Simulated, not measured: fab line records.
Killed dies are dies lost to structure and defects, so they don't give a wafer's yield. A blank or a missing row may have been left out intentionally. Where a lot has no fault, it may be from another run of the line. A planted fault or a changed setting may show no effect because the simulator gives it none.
A lot that was struck, set against a sound lot ; flow sky130 ; 35 steps out of a route of 708
Sound: these wafers, L521.1, L521.3, L521.6. Struck: wafer L515.3 (L515.4, L515.5, from the same lot, were not struck and are left out); the cause is given at the end.
Order at every step that has rows: each side's tool, ch and its chambers, its first start. Under that, the readings that differ: sound wafers ; struck wafers ; difference of the means ; sigmas: that difference in standard deviations of wafers without a fault.
alike: readings whose means differ by less than 2 such deviations, and words and numbers that are the same on both sides. not compared: withheld readings, readings that some wafer has no value for, bounds like >300 that may hide the same value, and numbers for which the record gives no deviation and whose values overlap.
The two part at a step that has a row with sigmas, a row that says differs or no value, or rows on one side only. When numbers do not overlap yet have no deviation, they are printed without sigmas and do not part them. Lack of a reading on every wafer of one side parts them only where that side has two or more wafers.

first, 10 steps without rows for these wafers: SKY_VIA1_STRIP_16 (strips in O2/N2); SKY_VIA1_STRIP_17 (strips in post etch residue remover, time 1200 s); SKY_VIA1_CLEAN_18 (cleans in IPA, time 180 s); SKY_VIA1_CLEAN_19 (cleans in O3/DIW); SKY_VIA1_SPUTTER_20 (material TiN, target thk 20 nm, time 80 s); SKY_VIA1_CVD_21 (deposits W, target thk 270 nm, time 80.902 s); SKY_VIA1_CMP_24 (polishes, stops on SiO2, t overpolish 15 s, target thk 0 nm); SKY_METAL2_SPUTTER_00 (material Ti, target thk 15 nm, time 10 s); SKY_METAL2_SPUTTER_01 (material TiN, target thk 20 nm, time 16.7 s); SKY_METAL2_SPUTTER_02 (material AlCu, target thk 250 nm, time 13.3 s).
SKY_METAL2_SPUTTER_03: material Ti, target thk 5 nm, time 3.3 s.
  sound on pvd sputter-01 at day 38 15:10; struck on pvd sputter-03 at day 37 03:09
  alike: chamber pressure pa, throttle valve pct
then, 23 steps without rows for these wafers: SKY_METAL2_SPUTTER_04 (material TiN, target thk 70 nm, time 58.3 s); SKY_METAL2_DEHYDRATE_07 (time 60 s); SKY_METAL2_HMDS_08 (prime time 60 s); SKY_METAL2_COAT_09 (resist thk 60 nm); SKY_METAL2_COAT_10 (resist thk 450 nm); SKY_METAL2_SOFTBAKE_11 (time 90 s); SKY_METAL2_EXPOSE_12 (exposes mask MM2, target cd 140 nm); SKY_METAL2_PEB_13; SKY_METAL2_DEVELOP_14 (develop time 60 s); SKY_METAL2_DESCUM_17 (chemistry O2, time 8 s); SKY_METAL2_ETCH_18 (etches BARC in N2/H2, stops on SiO2, time 45.9 s, target depth 60 nm); SKY_METAL2_METAL_ETCH_19 (etches the open film in Cl2/BCl3, stops on SiO2, target depth 360 nm, time 78 s); SKY_METAL2_STRIP_20 (strips in O2/N2); SKY_METAL2_STRIP_21 (strips in post etch residue remover, time 1200 s); SKY_METAL2_CLEAN_22 (cleans in IPA, time 180 s); SKY_METAL2_CLEAN_23 (cleans in O3/DIW); SKY_VIA2_HDPCVD_00 (deposits SiO2, target thk 1180 nm, time 196.7 s); SKY_VIA2_CMP_02 (polishes SiO2); SKY_VIA2_DEHYDRATE_04 (time 60 s); SKY_VIA2_HMDS_05 (prime time 60 s); SKY_VIA2_COAT_06 (resist thk 60 nm); SKY_VIA2_COAT_07 (resist thk 450 nm); SKY_VIA2_SOFTBAKE_08 (time 90 s).
-- the record jumps here: 11 days lie between the struck wafers' starts before and after (it left off in module VIA2 and takes up again in module PAD_OPEN, whose first step shown is number 708 of the route) --
SKY_PAD_OPEN_PROBE_99:
  sound on prober-02 at day 49 08:02; struck on prober-01 at day 48 04:29
reading;sound;struck;difference;sigmas
defect limited yield (%);81.9 84.8 82.1;75.8;-7.1;-4
killed_at_M0_to_M3;40 40 50;82;+39;+5
killed dies;89 75 88;119;+35;+4
sort_bin_3_pad_short (%);1.2 0.6 0.4;2.0;+1.3;+3
sort_bin_5_function (%);11.0 7.7 11.4;15.9;+5.9;+4
sort n pass;403 417 404;373;-35;-4
sort yield pct (%);81.9 84.8 82.1;75.8;-7.1;-4
model.etest.tester.sort n pass;403 417 404;373;-35;
model.etest.tester.sort yield pct (%);81.91 84.76 82.11;75.81;-7.12;
model.etest.tester.sort_bin_5_pct (%);10.98 7.724 11.38;15.85;+5.82;
model.etest.tester.sort_bin_3_pct (%);1.22 0.6098 0.4065;2.033;+1.288;
  alike: killed_at_M4_up, killed at contacts, killed at front end, killed at other, killed open, killed short, sort_bin_6_memory

WHERE THEY PART
At SKY_PAD_OPEN_PROBE_99 and nowhere else, as far as this record goes.

WHY: the cause the simulator had injected
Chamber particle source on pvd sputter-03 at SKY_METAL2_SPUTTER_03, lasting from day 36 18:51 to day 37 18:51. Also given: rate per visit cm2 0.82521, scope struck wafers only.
